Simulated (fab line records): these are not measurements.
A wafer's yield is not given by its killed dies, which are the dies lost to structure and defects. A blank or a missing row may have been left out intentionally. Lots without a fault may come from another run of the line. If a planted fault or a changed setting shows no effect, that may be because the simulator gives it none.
Struck lot and sound lot, side by side || flow sky130 || 14 out of 708 route steps
Sound: wafers L424.4, L424.5, L424.6. Wafers struck: L434.2, L434.3, L434.5. At the end, the cause is stated.
Order at every step that has rows: each side's tool, ch and its chambers, its first start. Under that, the readings that differ: sound wafers || struck wafers || difference of the means || sigmas: that difference in standard deviations of wafers without a fault.
alike: words and numbers the same on both sides, and readings whose means are apart by under 2 such deviations; not compared: readings that were withheld, readings missing a value for some wafer, numbers with overlapping values and no deviation given by the record, and bounds like >300 which may hide the same value.
A row with sigmas, a row that says differs or no value, or rows on one side alone: a step with any of these is where the two part. Numbers that don't overlap but have no deviation are shown without sigmas and don't part them. A reading missing from all wafers of one side parts the sides only when that side holds two or more wafers.

first, 2 steps without rows for these wafers: SKY_SONOS_TUNNEL_CLEAN_13 (cleans in dHF, time 20 s); SKY_SONOS_ONO_OXIDATION_00 (stabilise 600 s, purge 300 s, target thk 2.6 nm).
SKY_SONOS_ONO_THK_MEAS_01:
  struck on film-metro-01, day 17 05:35; sound on film-metro-03, day 14 10:48
  alike: SONOS_ONO_OXIDATION_THK
then, 1 step without rows for these wafers: SKY_SONOS_ONO_CVD_02 (deposits Si3N4 from DCS/NH3, target thk 10.5 nm, time 180 s).
SKY_SONOS_ONO_THK_MEAS_03:
  struck on film-metro-04, day 17 07:23; sound on film-metro-01, day 14 11:55
  alike: SONOS_ONO_CVD_02_THK
then, 1 step without rows for these wafers: SKY_SONOS_ONO_CVD_04 (deposits SiO2 from SiH4/N2O, target thk 5.7199 nm).
SKY_SONOS_ONO_THK_MEAS_05:
  struck on film-metro-04, day 17 09:55; sound on film-metro-03, day 14 13:13
  alike: SONOS_ONO_CVD_04_THK
then, 5 steps without rows for these wafers: SKY_SONOS_ONO_DEHYDRATE_06 (time 60 s); SKY_SONOS_ONO_HMDS_07 (prime time 60 s); SKY_SONOS_ONO_COAT_08 (resist thk 1140 nm); SKY_SONOS_ONO_SOFTBAKE_09 (time 60 s); SKY_SONOS_ONO_EXPOSE_10 (exposes mask ONOM, target cd 410 nm).
SKY_SONOS_ONO_PEB_11:
  sound on litho-track-02 ch 0, day 15 15:52; struck on litho-track-02, day 18 15:25
{"reading": "exhaust-pa (Pa)", "sound": "47.1 46.0 45.5", "struck": "- - -", "difference": "no value on the struck wafers", "sigmas": ""}
  not compared: chill-plate-temp-C, time-s
then, 1 step without rows for these wafers: SKY_SONOS_ONO_DEVELOP_12 (develop time 60 s).

## WHERE THEY PART
SKY_SONOS_ONO_PEB_11 only, going by this record.

WHY: whatever the simulator had introduced
Step skipped in full: litho-track-02, at SKY_SONOS_ONO_PEB_11, from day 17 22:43 onward. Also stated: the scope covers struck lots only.
